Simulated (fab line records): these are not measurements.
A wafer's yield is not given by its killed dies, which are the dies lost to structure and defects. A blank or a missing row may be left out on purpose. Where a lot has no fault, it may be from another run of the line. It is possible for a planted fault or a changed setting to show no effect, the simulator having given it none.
A lot that was struck, set against a sound lot ; flow sky130 ; 44 steps out of a route of 708
Sound: these wafers, L548.3, L548.5, L548.6. Struck: wafer L551.5 (left out: L551.3, L551.6 of the same lot, which were not struck); the cause appears at the end.
For every step that has rows: the tool of each side, followed by ch and its chambers, followed by its first start. Under that, the readings that differ: sound wafers ; struck wafers ; difference of the means ; sigmas: that difference in standard deviations of wafers without a fault.
alike: words and numbers the same on both sides, and readings whose means are apart by under 2 such deviations; not compared: readings that were withheld, readings missing a value for some wafer, numbers with overlapping values and no deviation given by the record, and bounds like >300 which may hide the same value.
A row with sigmas, a row that says differs or no value, or rows on one side alone: a step with any of these is where the two part. Numbers that have no deviation but don't overlap get no sigmas and don't part them. A reading missing from all wafers of one side parts the sides only when that side holds two or more wafers.

SKY_VIA2_SPUTTER_20: material TiN, target thk 20 nm, time 80 s.
  sound: pvdSputter-04 at day 39 02:32; struck: pvdSputter-04 at day 40 10:12
  alike: cathodeDcPowerW, chamberPressurePa, throttleValvePct
SKY_VIA2_CVD_21: deposits W, target thk 420 nm, time 126.4 s.
  sound on cvdW-01 ch 0,1, day 39 02:39; struck on cvdW-02 ch 0, day 40 10:18
  alike: heaterPowerW
SKY_VIA2_RS_MEAS_22: the measuring method here is four-point-probe.
  sound: filmMetro-01 at day 39 02:46; struck: filmMetro-01 at day 40 10:26
  alike: VIA2_W_RS
SKY_VIA2_THK_MEAS_23: measures by xrf.
  sound: filmMetro-01 at day 39 02:52; struck: filmMetro-01 at day 40 10:32
  alike: VIA2_W_THK
then, 2 steps without rows for these wafers: SKY_VIA2_CMP_24 (polishes, stops on SiO2, t overpolish 20 s, target thk 0 nm); SKY_METAL3_SPUTTER_00 (material Ti, target thk 15 nm, time 10 s).
SKY_METAL3_SPUTTER_01: material TiN, target thk 20 nm, time 16.7 s.
  sound: pvdSputter-01 at day 39 04:23; struck: pvdSputter-04 at day 40 11:23
  alike: cathodeDcPowerW, chamberPressurePa, throttleValvePct
then, 4 steps without rows for these wafers: SKY_METAL3_SPUTTER_02 (material AlCu, target thk 735 nm, time 39.1 s); SKY_METAL3_SPUTTER_03 (material Ti, target thk 5 nm, time 3.3 s); SKY_METAL3_SPUTTER_04 (material TiN, target thk 70 nm, time 58.3 s); SKY_CAPM_CVD_00 (deposits SiO2, target thk 15.5 nm).
SKY_CAPM_THK_MEAS_01:
  sound: filmMetro-04 at day 39 04:33; struck: filmMetro-04 at day 40 11:34
  alike: CAPM_CVD_00_THK
SKY_CAPM_SPUTTER_02: material TiN, target thk 200 nm, time 166.7 s.
  sound: pvdSputter-03 at day 39 04:35; struck: pvdSputter-03 at day 40 11:36
reading;sound;struck;difference;sigmas
cathodeDcPowerW (W);6498.9 6501.0 6501.8;6373.2;-127.4;-99 or more
model.TiN_of_CAPM_SPUTTER_02.thkNm (nm);201.3 198.5 204.5;195.4;-6.0;
  alike: chamberPressurePa, throttleValvePct
SKY_CAPM_RS_MEAS_03: the measuring method here is four-point-probe.
  sound: filmMetro-03 at day 39 04:44; struck: filmMetro-03 at day 40 11:45
reading;sound;struck;difference;sigmas
CAPM_TIN_RS (ohm/sq);6.86 6.98 6.76;7.10;+0.23;+3
SKY_CAPM_THK_MEAS_04: measures by xrf.
  sound: filmMetro-03 at day 39 04:50; struck: filmMetro-03 at day 40 11:51
reading;sound;struck;difference;sigmas
CAPM_TIN_THK (nm);198.1 194.4 199.3;190.8;-6.5;-2
then, 7 steps without rows for these wafers: SKY_CAPM_DEHYDRATE_05 (time 60 s); SKY_CAPM_HMDS_06 (prime time 60 s); SKY_CAPM_COAT_07 (resist thk 1140 nm); SKY_CAPM_SOFTBAKE_08 (time 60 s); SKY_CAPM_EXPOSE_09 (exposes mask CAPM, target cd 1000 nm); SKY_CAPM_PEB_10; SKY_CAPM_DEVELOP_11 (develop time 60 s).
SKY_CAPM_OVL_MEAS_12:
  sound: overlay-02 at day 40 04:49; struck: overlay-01 at day 41 11:38
  alike: CAPM_OVL
SKY_CAPM_METAL_ETCH_13: etches TiN in Cl2/BCl3, stops on SiO2, target depth 220 nm, time 62.9 s.
  sound on rieMetal-04 ch 0,1, day 40 04:52; struck on rieMetal-02 ch 0, day 41 11:41
reading;sound;struck;difference;sigmas
oesProductAu (a.u.);0.938 0.935 0.956;0.924;-0.019;-2
model.CAPM.featureDepthNm (nm);201.3 198.5 204.5;195.4;-6.0;
model.etch.depthNm (nm);201.3 198.5 204.5;195.4;-6.0;
  alike: drypumpMotorCurrentA, throttleValvePct
  not compared: rfHoursCounterH
then, 12 steps without rows for these wafers: SKY_CAPM_STRIP_14 (strips in O2/N2); SKY_CAPM_STRIP_15 (strips in post etch residue remover, time 1200 s); SKY_CAPM_CLEAN_16 (cleans in IPA, time 180 s); SKY_CAPM_CLEAN_17 (cleans in O3/DIW); SKY_METAL3_DEHYDRATE_05 (time 60 s); SKY_METAL3_HMDS_06 (prime time 60 s); SKY_METAL3_COAT_07 (resist thk 60 nm); SKY_METAL3_COAT_08 (resist thk 1140 nm); SKY_METAL3_SOFTBAKE_09 (time 90 s); SKY_METAL3_EXPOSE_10 (exposes mask MM3, target cd 300 nm); SKY_METAL3_PEB_11; SKY_METAL3_DEVELOP_12 (develop time 60 s).
SKY_METAL3_CD_MEAS_13 targets a cd of 300 nm.
  sound: cdSem-01 at day 41 05:34; struck: cdSem-02 at day 42 12:43
  alike: cdNm
SKY_METAL3_OVL_MEAS_14:
  sound: overlay-01 at day 41 05:40; struck: overlay-02 at day 42 12:49
  alike: METAL3_OVL
SKY_METAL3_DESCUM_15: chemistry O2, time 8 s.
  sound on rieMetal-01 ch 0,1, day 41 05:41; struck on rieMetal-03 ch 1, day 42 12:50
  alike: drypumpMotorCurrentA, oesProductAu
  not compared: rfHoursCounterH
SKY_METAL3_ETCH_16: etches BARC in N2/H2, stops on SiO2, time 88.2 s, target depth 60 nm.
  sound on rieMetal-01 ch 0,1, day 41 05:45; struck on rieMetal-03 ch 1, day 42 12:54
  alike: drypumpMotorCurrentA, oesProductAu, throttleValvePct
  not compared: rfHoursCounterH
then, 2 steps without rows for these wafers: SKY_METAL3_ETCH_17 (etches SiO2 in C4F8/O2/Ar, stops on TiN, time 3.9 s, target depth 15 nm); SKY_METAL3_METAL_ETCH_18 (etches the open film in Cl2/BCl3, stops on SiO2, target depth 845 nm, time 183.1 s).
SKY_METAL3_STRIP_20: strips in post etch residue remover, time 1200 s.
  sound on wetBench-03 ch 3, day 41 06:07; struck on wetBench-03 ch 2, day 42 13:16
reading;sound;struck;difference;sigmas
model.TiN_of_CAPM_SPUTTER_02.thkNm (nm);200.5 197.6 203.7;194.6;-6.0;
-- the record jumps here: 7 days lie between the struck wafers' starts before and after (it left off in module METAL3 and takes up again in module PAD_OPEN, whose first step shown is number 708 of the route) --
SKY_PAD_OPEN_PROBE_99:
  sound: prober-01 at day 48 02:07; struck: prober-01 at day 49 03:22
  alike: defectLimitedYield, killed_at_M0_to_M3, killed_at_M4_up, killedAtContacts, killedAtFrontEnd, killedAtOther, killedDies, killedOnRim, killedOpen, killedShort, sort_bin_3_pad_short, sort_bin_5_function, sort_bin_6_memory, sortNPass, sortYieldPct

WHERE THEY PART
At SKY_CAPM_SPUTTER_02 first; at SKY_CAPM_METAL_ETCH_13 last (within this record only). Later steps at which nothing parts them and some readings are alike: SKY_METAL3_CD_MEAS_13, SKY_METAL3_OVL_MEAS_14, SKY_METAL3_DESCUM_15, SKY_METAL3_ETCH_16, SKY_PAD_OPEN_PROBE_99.

WHY: the cause the simulator had injected
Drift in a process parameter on pvdSputter-03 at SKY_CAPM_SPUTTER_02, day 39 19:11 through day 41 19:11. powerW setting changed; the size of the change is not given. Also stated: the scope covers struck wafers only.
